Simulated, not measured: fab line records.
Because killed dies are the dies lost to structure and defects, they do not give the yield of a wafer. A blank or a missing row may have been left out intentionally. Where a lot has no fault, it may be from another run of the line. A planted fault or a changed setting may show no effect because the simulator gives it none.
Chamber matching    flow sky130    SKY_CONTACT_ETCH_16 on rie diel-03 has 4 sister chambers
The step etches BARC in N2/H2, stops on SiO2, time 45.9 s, target depth 60 nm. 4 wafers are shown with their chamber, then 9 later ones without.

== WAFERS PAIRED WITH THEIR CHAMBERS ==
wafer   chamber  drypump motor current A (A)
L088.3  0        5.86
L093.1  2        6.38
L093.2  3        6.04
L093.3  1        6.20

== WAFERS WHOSE CHAMBER IS MISSING ==
wafer   drypump motor current A (A)
L095.1  6.37
L095.2  6.20
L095.4  5.84
L094.2  6.21
L094.4  5.84
L094.6  6.01
L096.1  5.85
L096.4  6.36
L096.5  6.00

== EACH ONE'S CHAMBER ==
wafer   from the rows above  in truth
L095.1  2                    2
L095.2  1                    1
L095.4  0                    0
L094.2  1                    1
L094.4  0                    0
L094.6  3                    3
L096.1  0                    0
L096.4  2                    2
L096.5  3                    3
Placed correctly: 9 of 9. From these rows, 0 cannot be placed. 0 placed wrongly.
How it was worked out, from the rows above alone: a wafer's distance from a chamber is the root of the sum, over the readings, of the square of ((its reading less the chamber's mean) divided by the reading's scatter). If the next closest chamber is less than 2 further off than the closest, the wafer can't be placed; otherwise it belongs to the closest. For every chamber, the mean is computed from those of its wafers that are shown. The scatter (one wafer shown for each chamber): square how far every hidden wafer sits from the nearest shown wafer, average those squares and take the square root.
